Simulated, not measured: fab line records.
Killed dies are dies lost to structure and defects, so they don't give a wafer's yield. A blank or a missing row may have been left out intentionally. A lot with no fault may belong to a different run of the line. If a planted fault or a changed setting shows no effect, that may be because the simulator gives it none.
What tool caused it? | flow gf180mcu | 36 wafers from 12 lots sampled at 5 of the route's 602 steps

== WHAT THE GAUGES SHOWED, per wafer ==
GF_NSD_OVL_MEAS_08. Usual: NSD_OVL typically reads -1.4 nm, with standard deviation 1.2.
lot  | measured     | on         | NSD_OVL (nm)      | flag
L869 | day 13 11:59 | overlay-01 | -3.2 -4.1 -3.0    |
L870 | day 13 20:08 | overlay-02 | -4.4 -3.4 -2.2    |
L871 | day 14 01:16 | overlay-01 | -1.5 -2.1 -2.9    |
L872 | day 14 17:50 | overlay-01 | -2.3 -2.1 -1.4    |
L873 | day 14 23:03 | overlay-02 | -1.1 -2.2 1.5     |
L874 | day 15 18:12 | overlay-02 | 0.1 -1.0 -1.9     |
L875 | day 15 22:18 | overlay-02 | -1.1 -1.6 -0.9    |
L876 | day 16 04:44 | overlay-02 | -1.8 -0.7 -1.8    |
L884 | day 18 16:54 | overlay-01 | -83.9 -85.0 -83.9 | OFF
L885 | day 19 02:57 | overlay-01 | -85.2 -84.6 -83.5 | OFF
L888 | day 20 06:22 | overlay-01 | -0.1 0.5 -1.2     |
L892 | day 21 10:11 | overlay-01 | -2.4 -2.5 -3.0    |

GF_V3_RS_MEAS_24: measurement is done with a four-point probe. Usual: V3_W_RS typically reads 0.329 ohm/sq, with standard deviation 0.0031.
lot  | measured     | on            | V3_W_RS (ohm/sq)  | flag
L869 | day 22 20:15 | film-metro-03 | 0.329 0.330 0.331 |
L870 | day 23 01:43 | film-metro-03 | 0.330 0.331 0.332 |
L871 | day 23 06:54 | film-metro-02 | 0.331 0.332 0.333 |
L872 | day 23 23:55 | film-metro-03 | 0.329 0.329 0.327 |
L873 | day 24 05:50 | film-metro-03 | 0.330 0.329 0.332 |
L874 | day 25 02:26 | film-metro-02 | 0.327 0.330 0.329 |
L875 | day 25 06:40 | film-metro-02 | 0.329 0.336 0.330 |
L876 | day 25 12:48 | film-metro-02 | 0.334 0.334 0.335 |
L884 | day 27 19:10 | film-metro-03 | 0.324 0.329 0.324 |
L885 | day 28 01:35 | film-metro-03 | 0.326 0.325 0.328 |
L888 | day 29 00:50 | film-metro-03 | 0.327 0.328 0.324 |
L892 | day 29 21:46 | film-metro-02 | 0.336 0.330 0.333 |

GF_TOP_METAL_OVL_MEAS_15. Usual: TOP_METAL_OVL typically reads -0.8 nm, with standard deviation 1.2.
lot  | measured     | on         | TOP_METAL_OVL (nm) | flag
L869 | day 28 11:38 | overlay-01 | -0.6 2.2 1.4       |
L870 | day 28 16:53 | overlay-01 | -3.0 -2.2 -2.4     |
L871 | day 28 20:40 | overlay-01 | -1.8 -2.1 -2.3     |
L872 | day 29 12:11 | overlay-01 | -1.2 -1.5 -1.4     |
L873 | day 29 15:53 | overlay-01 | -2.3 -1.7 -0.5     |
L874 | day 30 10:09 | overlay-02 | -0.7 0.4 -0.5      |
L875 | day 30 14:34 | overlay-01 | -1.1 0.3 -0.1      |
L876 | day 30 18:59 | overlay-01 | 1.0 2.0 1.0        |
L884 | day 32 16:31 | overlay-02 | -0.3 -1.1 0.3      |
L885 | day 32 22:11 | overlay-01 | -0.4 0.4 0.4       |
L888 | day 33 18:21 | overlay-01 | 0.8 -0.9 -1.1      |
L892 | day 34 10:11 | overlay-01 | -1.1 -0.7 -0.7     |

== TOOL THAT RAN EACH LOT (tool first, then ch and the chambers of the sampled wafers, then the start) ==
lot  | GF_NSD_EXPOSE_04                    | GF_V5_SPUTTER_21
L869 | iline-stepper-01 ch 0, day 13 02:07 | pvd-sputter-02, day 27 14:58
L870 | iline-stepper-01 ch 0, day 13 10:11 | pvd-sputter-01, day 27 20:38
L871 | iline-stepper-02 ch 0, day 13 14:55 | pvd-sputter-01, day 27 23:42
L872 | iline-stepper-01 ch 0, day 14 07:45 | pvd-sputter-03, day 28 15:29
L873 | iline-stepper-02 ch 0, day 14 12:27 | pvd-sputter-02, day 28 20:06
L874 | iline-stepper-01 ch 0, day 15 07:54 | pvd-sputter-03, day 29 14:59
L875 | iline-stepper-01 ch 0, day 15 11:28 | pvd-sputter-01, day 29 19:02
L876 | iline-stepper-01 ch 0, day 15 17:35 | pvd-sputter-01, day 30 00:09
L884 | iline-stepper-01 ch 0, day 18 04:32 | pvd-sputter-01, day 31 22:39
L885 | iline-stepper-01 ch 0, day 18 15:01 | pvd-sputter-02, day 32 04:51
L888 | iline-stepper-02 ch 0, day 19 18:08 | pvd-sputter-03, day 33 02:02
L892 | iline-stepper-02 ch 0, day 20 21:58 | pvd-sputter-02, day 33 18:23
- GF_NSD_EXPOSE_04: exposes mask Nplus, target cd 400 nm.
- GF_V5_SPUTTER_21: material Ti, target thk 15 nm, time 80.02 s.

== WHAT THE TOOLS THEMSELVES READ (means of the sampled wafers that have a number; where no wafer has one, the mark that the record gives instead) ==
GF_V5_SPUTTER_21. Usual: 30.5 % for throttle-valve-pct, sd 1.5.
lot  | tool           | throttle-valve-pct (%) | flag
L869 | pvd-sputter-02 | 29.1                   |
L870 | pvd-sputter-01 | 29.2                   |
L871 | pvd-sputter-01 | 29.7                   |
L872 | pvd-sputter-03 | 31.5                   |
L873 | pvd-sputter-02 | 30.0                   |
L874 | pvd-sputter-03 | 31.5                   |
L875 | pvd-sputter-01 | 30.4                   |
L876 | pvd-sputter-01 | 30.1                   |
L884 | pvd-sputter-01 | 29.8                   |
L885 | pvd-sputter-02 | 30.0                   |
L888 | pvd-sputter-03 | 30.6                   |
L892 | pvd-sputter-02 | 29.2                   |

== THE ANSWER, worked out from the rows above alone ==
Rule: lot off if the mean of its wafers having a number is beyond 3 standard deviations from the usual mean. A lot without any number at a reading at which 4 lots or more have one is off too. Any other lot the step has rows for is counted as sound. Order of review: gauges by route order, followed by the tools' own readings, for which a lot's mean as printed above is used. At the first step where some lot is off, the reading lying furthest off is the one used; lots without a number count as furthest.
Off: L884, L885, at GF_NSD_OVL_MEAS_08 (NSD_OVL).
If a tool, at a process step before that reading, ran all the lots that are off and no sound lot after the first of them, it fits. Those tools and the gauges at GF_NSD_OVL_MEAS_08 are tried in the same way. One candidate fits, namely iline-stepper-01 at GF_NSD_EXPOSE_04. A fault onset in the window from L876 (day 15 17:35, its last sound lot) to L884 (day 18 04:32, its first lot off) fits.

== WHAT THE SIMULATOR PUT IN ==
Scanner matching overlay: iline-stepper-01, from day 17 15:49 on, at GF_NSD_EXPOSE_04. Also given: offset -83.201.
Shown lots that were struck: L884, L885. The same result came from the rule above.
